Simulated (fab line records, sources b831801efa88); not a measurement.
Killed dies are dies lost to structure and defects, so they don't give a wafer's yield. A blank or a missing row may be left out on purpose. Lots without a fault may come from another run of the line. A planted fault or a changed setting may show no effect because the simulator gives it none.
fab line records | flow sky130
record lots=6 wafers=18 last_day=50
route steps=708 shown GATE_OXIDE@201 POLY_GATE@204 RES_PROTECT@206 PAD_OPEN@708
lots that met no fault: from a run of the same line without faults
start_h: hours from the record's first day to the start of the lot's first wafer shown | wait_h: hours since the lot's step before | " the same as in the row above | L1.1+2: a row that stands for several wafers | - no value, or no start given | * or withheld: withheld | < > ~ a bound
route shown NAME@n: a module of which the file shows steps, and the number in the route of the first | usual: mean/standard deviation of fault-free wafers | same: alike in all rows | chamber/n: place in a boat | sites: the reading at each site | _std_site: their standard deviation | _edge_site: outer sites' mean less inner sites' | radius_mm: how far each site lies from the wafer's centre | mask NAME#n: copy n | behind: the tool/chamber that last shaped the wafer | hold: why the lot was held/for how many hours/how that ended | device: the transistor (n, p or np) that didn't switch | end of line: the same wafers' tests at the end of the route | a step without rows: its recipe alone | killed: dies lost to structure and defects at the first sort, not the wafer's yield | map: a wafer's dies, x killed, . not, _ none there
set.NAME: the setting as run; set.NAME@STEP: as run at that earlier step | model.NAME: the simulator's own value behind a step, which no gauge read
lots at some steps of the route; a table a step, a row a wafer
services: from which hour (start_h, from the record's first day; less than 0 if before it) a tool's chamber was out of use, for how many hours, and why
## steps
# step SKY_GATE_OXIDE_TW_MEAS_14
# usual GATE_OXIDE_TW=224.8/1
# columns lot.wafer tool chamber start_h wait_h GATE_OXIDE_TW
L711.2 film_metro-03 - 316.23 0.1 224.8
L711.5 " - " " 224.0
L711.6 " - " " 224.3
L716.1 film_metro-03 - 362.20 0.1 223.5
L716.2 " - " " 223.9
L716.6 " - " " 223.7
L717.2 film_metro-03 - 367.38 0.1 224.5
L717.4 " - " " 224.6
L717.6 " - " " 224.1
L724.1 film_metro-03 - 423.50 0.1 226.0
L724.3 " - " " 226.1
L724.4 " - " " 225.7
L727.2 film_metro-03 - 478.21 0.1 224.0
L727.3 " - " " 222.6
L727.4 " - " " 224.8
L732.1 film_metro-04 - 514.00 0.1 224.4
L732.5 " - " " 223.5
L732.6 " - " " 223.0
# step SKY_GATE_OXIDE_CLEAN_15
# recipe chemistry=SC1/SC2 mix=1:4:20 temp_c=70 time_s=150 dry=n2_spin
# step SKY_GATE_OXIDE_OXIDATION_16
# recipe temp_c=800 ambient=O2 idle_temp_c=700 ramp_up_c_per_min=10 ramp_down_c_per_min=3 stabilise_s=600 purge_s=300 target_thk_a=35.7 ox_time_s=1915
# step SKY_POLY_GATE_CVD_00
# recipe material=poly-Si target_thk_nm=180 temp_c=620 time_s=720 pressure_mtorr=200
# step SKY_POLY_GATE_THK_MEAS_01
# recipe reads=poly-Si_of_POLY_GATE_CVD_00
# usual POLY_GATE_CVD_00_THK=179.3/1.8
# columns lot.wafer tool chamber start_h wait_h POLY_GATE_CVD_00_THK[nm]
L711.2 film_metro-03 - 322.73 0.0 177.5
L711.5 " - " " 178.2
L711.6 " - " " 178.7
L716.1 film_metro-03 - 365.05 0.0 179.2
L716.2 " - " " 180.7
L716.6 " - " " 179.2
L717.2 film_metro-02 - 370.97 0.0 179.0
L717.4 " - " " 179.1
L717.6 " - " " 179.3
L724.1 film_metro-03 - 427.35 0.0 178.2
L724.3 " - " " 176.7
L724.4 " - " " 176.5
L727.2 film_metro-02 - 481.06 0.0 183.5
L727.3 " - " " 182.4
L727.4 " - " " 181.6
L732.1 film_metro-01 - 516.90 0.0 181.4
L732.5 " - " " 181.9
L732.6 " - " " 181.5
# step SKY_RES_PROTECT_DEHYDRATE_00
# recipe temp_c=200 time_s=60
# step SKY_RES_PROTECT_HMDS_01
# recipe prime_time_s=60 prime_temp_c=120
# step SKY_RES_PROTECT_COAT_02
# recipe resist=NOVOLAK spin_rpm=3000 resist_thk_nm=1140
# step SKY_RES_PROTECT_SOFTBAKE_03
# recipe temp_c=90 time_s=60 resist=NOVOLAK
# step SKY_RES_PROTECT_EXPOSE_04
# recipe mask_id=RPM na=0.6 source_shape=conventional sigma_outer=0.6 polarization=unpolarized target_cd_nm=1270 dose_mj=131
# step SKY_RES_PROTECT_PEB_05
# recipe temp_c=withheld time_s=* resist=NOVOLAK
# step SKY_RES_PROTECT_DEVELOP_06
# recipe resist=NOVOLAK developer=TMAH develop_time_s=60 dev_temp_c=23
# step SKY_POLY_GATE_IMPLANT_02
# recipe species=P energy_kev=30 dose_cm2=7.7e+15 tilt_deg=0
# usual beam_energy_keV=29.999/0.0094
# columns lot.wafer tool chamber start_h wait_h beam_energy_keV model.implant.drp_nm
L711.2 implanter-02 0 348.76 0.1 30.012 16.6
L711.5 " 0 " " 29.983 16.6
L711.6 " 0 " " 29.993 16.6
L716.1 implanter-02 0 392.94 0.1 30.650 16.91
L716.2 " 0 " " 30.662 16.91
L716.6 " 0 " " 30.658 16.91
L717.2 implanter-02 0 400.29 0.1 30.651 16.91
L717.4 " 0 " " 30.660 16.91
L717.6 " 0 " " 30.675 16.91
L724.1 implanter-04 0 457.57 0.1 30.007 16.6
L724.3 " 0 " " 30.006 16.6
L724.4 " 0 " " 29.996 16.6
L727.2 implanter-04 0 517.16 0.1 30.005 16.6
L727.3 " 0 " " 29.987 16.6
L727.4 " 0 " " 29.991 16.6
L732.1 implanter-02 0 547.27 0.1 29.987 16.6
L732.5 " 0 " " 29.988 16.6
L732.6 " 0 " " 29.996 16.6
# step SKY_RES_PROTECT_STRIP_07
# recipe chemistry=O2/N2 power_w=1400 pressure_mtorr=1500 platen_temp_c=withheld o2_flow_sccm=3000 n2_flow_sccm=300 overash_fraction=0.5
# usual drypump_motor_current_A=5.5/0.32 oes_product_au=0.518/0.0042 strip_time_to_endpoint_s=23.31/0.036
# columns lot.wafer tool chamber start_h wait_h drypump_motor_current_A oes_product_au rf_hours_counter_h strip_time_to_endpoint_s
L711.2 plasma_asher-02 1 348.88 0.1 5.6 0.521 17 23.35
L711.5 " 1 " " 5.6 0.516 - 23.28
L711.6 " 0 " " 5.3 0.523 - 23.29
L716.1 plasma_asher-02 1 393.09 0.1 5.6 0.525 23 23.48
L716.2 " 0 " " 5.3 0.515 23 23.50
L716.6 " 1 " " 5.6 0.516 - 23.47
L717.2 plasma_asher-03 0 400.42 0.1 5.3 0.516 76 23.52
L717.4 " 0 " " 5.3 0.519 - 23.55
L717.6 " 1 " " 5.7 0.515 - 23.54
L724.1 plasma_asher-02 0 457.72 0.1 5.3 0.513 30 23.32
L724.3 " 1 " " 5.6 0.516 - 23.30
L724.4 " 0 " " 5.2 0.516 - 23.30
L727.2 plasma_asher-01 1 517.29 0.1 6.6 0.519 81 23.24
L727.3 " 0 " " 5.7 0.520 - 23.27
L727.4 " 1 " " 6.6 0.520 - 23.29
L732.1 plasma_asher-02 0 547.42 0.1 5.3 0.515 38 23.31
L732.5 " 1 " " 5.6 0.510 - 23.38
L732.6 " 0 " " 5.2 0.516 - 23.35
# step SKY_RES_PROTECT_TW_MEAS_08
# usual POLY_GATE_TW=4041/20
# columns lot.wafer tool chamber start_h wait_h POLY_GATE_TW
L711.2 film_metro-03 - 348.99 0.1 4095
L711.5 " - " " 4072
L711.6 " - " " 4085
L716.1 film_metro-02 - 393.19 0.1 4087
L716.2 " - " " 4076
L716.6 " - " " 4068
L717.2 film_metro-04 - 400.53 0.1 4047
L717.4 " - " " 4032
L717.6 " - " " 4053
L724.1 film_metro-03 - 457.82 0.1 4053
L724.3 " - " " 4033
L724.4 " - " " 4023
L727.2 film_metro-02 - 517.40 0.1 4024
L727.3 " - " " 4014
L727.4 " - " " 4036
L732.1 film_metro-03 - 547.52 0.1 4061
L732.5 " - " " 4043
L732.6 " - " " 4071
# step SKY_PAD_OPEN_PROBE_99
# usual killed_at_M0_to_M3=43/6.9 killed_at_M4_up=3.1/1.9 killed_at_contacts=24/5.4 killed_at_front_end=14/4.3 killed_at_other=0.3/0.53 killed_dies=84/9.5 killed_open=46/6.8 killed_short=38/6
# same gross_dies=492 killed_at_back_side=0
# columns lot.wafer tool chamber start_h wait_h killed_at_M0_to_M3 killed_at_M4_up killed_at_contacts killed_at_front_end killed_at_other killed_dies killed_open killed_short
L716.1 prober-01 - 1116.84 0.1 25 2 31 20 0 78 41 37
L716.2 prober-01 - 1116.89 0.1 40 1 26 19 0 86 46 40
L716.6 prober-01 - 1117.09 0.2 39 2 26 10 0 77 33 44
L717.2 prober-01 - 1119.32 0.1 45 5 23 14 0 87 46 41
L717.4 prober-01 - 1119.42 0.2 42 0 26 20 0 88 49 39
L717.6 prober-01 - 1119.52 0.2 43 3 22 11 0 79 47 32
L724.1 prober-01 - 1171.72 0.1 46 3 25 10 0 84 46 38
L724.3 prober-01 - 1171.82 0.2 44 3 20 21 0 88 42 46
L724.4 prober-01 - 1171.87 0.2 49 4 29 18 2 102 55 47
L727.2 prober-01 - 1192.99 0.1 49 2 23 13 0 87 49 38
L727.3 prober-01 - 1193.04 0.2 41 3 16 9 0 69 48 21
L727.4 prober-01 - 1193.09 0.2 47 3 39 7 0 96 60 36
# killed by level:class
L716.1 LI_CONTACT:geometric_particle:open=8 CONTACT:geometric_particle:open=8 POLY_GATE:geometric_particle:short=7 CONTACT:geometric_particle:short=5 VIA2:geometric_particle:open=5 FIELD_ISO:geometric_particle:open=4 POLY_GATE:geometric_particle:open=4 LI_CONTACT:geometric_particle:short=4
L716.2 VIA1:geometric_particle:open=13 CONTACT:geometric_particle:open=9 VIA2:geometric_particle:open=7 FIELD_ISO:geometric_particle:short=6 LI_CONTACT:geometric_particle:open=6 CONTACT:geometric_particle:short=6 POLY_GATE:geometric_particle:short=5 VIA3:geometric_particle:open=5
L716.6 VIA1:geometric_particle:open=12 CONTACT:geometric_particle:short=8 LOCAL_INTERCONNECT:geometric_particle:short=7 CONTACT:geometric_particle:open=7 POLY_GATE:geometric_particle:short=5 VIA1:geometric_particle:short=4 METAL2:geometric_particle:short=4 LI_CONTACT:geometric_particle:open=3
L717.2 VIA1:geometric_particle:open=12 VIA1:geometric_particle:short=9 VIA2:geometric_particle:open=8 LI_CONTACT:geometric_particle:open=6 LOCAL_INTERCONNECT:geometric_particle:short=5 VIA3:geometric_particle:open=5 FIELD_ISO:geometric_particle:short=4 CONTACT:geometric_particle:open=4
L717.4 VIA1:geometric_particle:open=13 LOCAL_INTERCONNECT:geometric_particle:short=8 CONTACT:geometric_particle:open=8 VIA3:geometric_particle:open=7 CONTACT:geometric_particle:short=5 FIELD_ISO:geometric_particle:open=4 FIELD_ISO:geometric_particle:short=4 METAL1:geometric_particle:short=4
L717.6 VIA2:geometric_particle:open=10 VIA1:geometric_particle:open=9 CONTACT:geometric_particle:open=8 VIA3:geometric_particle:open=6 LOCAL_INTERCONNECT:geometric_particle:short=5 CONTACT:geometric_particle:short=5 METAL2:geometric_particle:short=5 VIA1:geometric_particle:short=5
L724.1 VIA1:geometric_particle:open=13 CONTACT:geometric_particle:short=9 METAL2:geometric_particle:short=7 VIA3:geometric_particle:open=7 CONTACT:geometric_particle:open=6 VIA1:geometric_particle:short=6 LI_CONTACT:geometric_particle:open=5 METAL1:geometric_particle:short=5
L724.3 VIA1:geometric_particle:open=8 LI_CONTACT:geometric_particle:open=7 VIA3:geometric_particle:open=7 FIELD_ISO:geometric_particle:short=6 VIA2:geometric_particle:short=6 POLY_GATE:geometric_particle:open=5 POLY_GATE:geometric_particle:short=5 CONTACT:geometric_particle:short=5
L724.4 VIA1:geometric_particle:open=12 VIA2:geometric_particle:open=9 VIA3:geometric_particle:open=9 LI_CONTACT:geometric_particle:open=8 CONTACT:geometric_particle:open=7 FIELD_ISO:geometric_particle:short=6 POLY_GATE:geometric_particle:short=6 METAL2:geometric_particle:short=6
L727.2 VIA1:geometric_particle:open=16 CONTACT:geometric_particle:open=8 METAL1:geometric_particle:short=5 LI_CONTACT:geometric_particle:open=5 CONTACT:geometric_particle:short=5 METAL2:geometric_particle:short=5 LI_CONTACT:geometric_particle:short=4 VIA2:geometric_particle:open=4
L727.3 VIA1:geometric_particle:open=12 VIA3:geometric_particle:open=6 CONTACT:geometric_particle:open=6 VIA2:geometric_particle:open=6 METAL1:geometric_particle:short=5 FIELD_ISO:geometric_particle:open=4 LI_CONTACT:geometric_particle:open=4 METAL3:geometric_particle:open=3
L727.4 VIA1:geometric_particle:open=15 CONTACT:geometric_particle:open=13 LI_CONTACT:geometric_particle:open=12 LI_CONTACT:geometric_particle:short=6 VIA3:geometric_particle:open=6 CONTACT:geometric_particle:short=5 METAL1:geometric_particle:short=5 VIA2:geometric_particle:open=5
## services
# columns tool chamber start_h hours kind
implanter-02 - 330.00 3.5 repair
plasma_asher-01 - 355.25 16.6 repair
plasma_asher-01 - 366.61 1.0 repair
implanter-04 - 386.37 5.1 repair
plasma_asher-02 - 396.26 3.2 repair
plasma_asher-02 - 398.78 2.9 repair
implanter-02 - 408.49 0.6 repair
implanter-04 - 420.82 5.7 repair
plasma_asher-03 - 421.25 9.0 pm
plasma_asher-03 0 421.25 9.0 vent_cycle
plasma_asher-03 1 421.25 9.0 vent_cycle
plasma_asher-03 0 430.25 - clean
plasma_asher-03 1 430.25 - clean
plasma_asher-01 - 435.12 40.8 repair
implanter-04 - 438.17 0.6 repair
implanter-02 - 454.47 5.3 pm
plasma_asher-02 - 462.74 0.7 repair
plasma_asher-03 - 519.50 0.5 repair
plasma_asher-02 - 538.81 0.7 repair
plasma_asher-01 - 544.78 4.2 repair
## key
first_sign step=SKY_POLY_GATE_IMPLANT_02 reading=beam_energy_keV direction=up sigmas=70 usual=* struck=*
effect step=SKY_RES_PROTECT_STRIP_07 reading=strip_time_to_endpoint_s direction=up sigmas=5.5 usual=* struck=*
model_effect step=SKY_POLY_GATE_IMPLANT_02 value=implant.drp_nm without=16.6 struck=16.91
met_at SKY_POLY_GATE_IMPLANT_02
struck_wafers L716.1,L716.2,L716.6,L717.2,L717.4,L717.6
tester_left_out L716,L717
onset_between 348.76 392.94
fault kind=process_parameter_drift tool=implanter-02 chamber=- onset_h=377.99 steps=SKY_POLY_GATE_IMPLANT_02 channel=energy_kev offset=* shape=step end_h=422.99 acts_in=* stated=*
# tester_left_out: of these lots the tester's yield and bins aren't shown, on N5 and GAA mostly nor the transistor test; their killed dies are dies lost to structure and defects alone, not to doping, threshold or leakage, so they don't give the yield
